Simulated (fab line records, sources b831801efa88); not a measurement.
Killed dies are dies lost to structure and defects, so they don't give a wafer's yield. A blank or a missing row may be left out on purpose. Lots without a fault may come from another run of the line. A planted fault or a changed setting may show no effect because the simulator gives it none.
A struck lot beside a sound one | flow sfq_line | 15 steps out of a route of 325
Sound: wafers L767.3, L767.5, L767.6. Struck: wafers L756.1, L756.2, L756.5. The cause comes at the end.
At each step with rows: each side's tool, then ch and its chambers, then its first start. Under that, the readings that differ: sound wafers | struck wafers | difference of the means | sigmas: that difference in standard deviations of wafers without a fault.
alike: readings whose means differ by less than 2 such deviations, and words and numbers that are the same on both sides. not compared: withheld readings, readings that some wafer has no value for, bounds like >300 that may hide the same value, and numbers for which the record gives no deviation and whose values overlap.
The two part at a step that has a row with sigmas, a row that says differs or no value, or rows on one side only. Numbers that don't overlap but have no deviation are shown without sigmas and don't part them. A reading that every wafer of one side lacks parts them only if that side has two wafers or more.

first, 1 step without rows for these wafers: SFQ_TRILAYER_M4_STRIP_SOLV_CLEAN_098 (cleans in NMP, time 600 s).
SFQ_TRILAYER_I4_DEP_PECVD_099: deposits SiO2 from SiH4/N2O, time 111.11 s, target thk 500 nm.
  sound on pecvd-02 ch 0,1,2, day 51 06:04; struck on pecvd-02 ch 1,2, day 47 03:35
  alike: heater_power_w, throttle_valve_pct
SFQ_TRILAYER_I4_CMP_CMP_100: polishes SiO2.
  sound on cmp-01 ch 0,2,3, day 51 09:47; struck on cmp-01 ch 0,2,3, day 47 06:08
  alike: motor_current_A, time_to_endpoint_s
SFQ_I4_BOW_MEAS_927:
  sound on film_metro-02, day 51 11:49; struck on film_metro-04, day 47 08:38
  alike: I4_BOW
SFQ_TRILAYER_I4_METRO_MEASURE_101:
  sound on film_metro-02, day 51 12:18; struck on film_metro-04, day 47 08:46
  alike: thk_nm
then, 6 steps without rows for these wafers: SFQ_TRILAYER_I4_VIA_LITHO_COAT_108 (resist thk 62 nm); SFQ_TRILAYER_I4_VIA_LITHO_COAT_103 (resist thk 650 nm); SFQ_TRILAYER_I4_VIA_LITHO_SOFTBAKE_107; SFQ_TRILAYER_I4_VIA_LITHO_EXPOSE_104 (exposes mask I4, target cd 700 nm); SFQ_TRILAYER_I4_VIA_LITHO_PEB_106 (peb time 60 s); SFQ_TRILAYER_I4_VIA_LITHO_DEVELOP_105 (time 60 s).
-- the record jumps here: 5 days lie between the struck wafers' starts before and after --
SFQ_I4_OVL_MEAS_928:
  sound on overlay-02, day 57 04:56; struck on overlay-01, day 52 19:17
  alike: I4_OVL
SFQ_TRILAYER_I4_VIA_BARC_OPEN_VIA_ETCH_146: etches BARC in O2, target depth 125 nm, time 41.7 s.
  sound on rie_diel-02 ch 0,1, day 57 04:58; struck on rie_diel-02 ch 0,1,3, day 52 19:19
  reading                                                 | sound             | struck            | difference | sigmas
  rf_fwd_power_W (W)                                      | 493.9 495.0 491.7 | 692.7 697.0 692.5 | +200.5     | +99 or more
  model.KrF_of_TRILAYER_I4_VIA_LITHO_COAT_103.thk_nm (nm) | 574.1 569.9 575.3 | 557.4 554.9 556.2 | -16.9      |
  alike: drypump_motor_current_A, oes_product_au
  not compared: rf_hours_counter_h
SFQ_TRILAYER_I4_VIA_ETCH_VIA_ETCH_106: etches SiO2 in CHF3, stops on Nb, target depth 260 nm.
  sound on rie_diel-02 ch 0,1, day 57 05:00; struck on rie_diel-02 ch 0,1,3, day 52 19:22
  reading                                                 | sound             | struck            | difference | sigmas
  model.KrF_of_TRILAYER_I4_VIA_LITHO_COAT_103.thk_nm (nm) | 529.3 524.4 530.6 | 513.2 509.9 510.4 | -16.9      |
  alike: drypump_motor_current_A, oes_product_au, rf_fwd_power_W
SFQ_TRILAYER_I4_VIA_STRIP_STRIP_107: strips in O2.
  sound on rie_metal-01 ch 0,1, day 57 05:19; struck on rie_metal-04 ch 0,1, day 52 19:29
  alike: drypump_motor_current_A, oes_product_au
  not compared: rf_hours_counter_h

WHERE THEY PART
Only at SFQ_TRILAYER_I4_VIA_BARC_OPEN_VIA_ETCH_146, within this record. Later steps at which nothing parts them and some readings are alike: SFQ_TRILAYER_I4_VIA_ETCH_VIA_ETCH_106, SFQ_TRILAYER_I4_VIA_STRIP_STRIP_107.

WHY: what the simulator had put in
Process parameter drift: rie_diel-02, from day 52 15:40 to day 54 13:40, at SFQ_TRILAYER_I4_VIA_BARC_OPEN_VIA_ETCH_146. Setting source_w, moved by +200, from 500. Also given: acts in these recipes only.
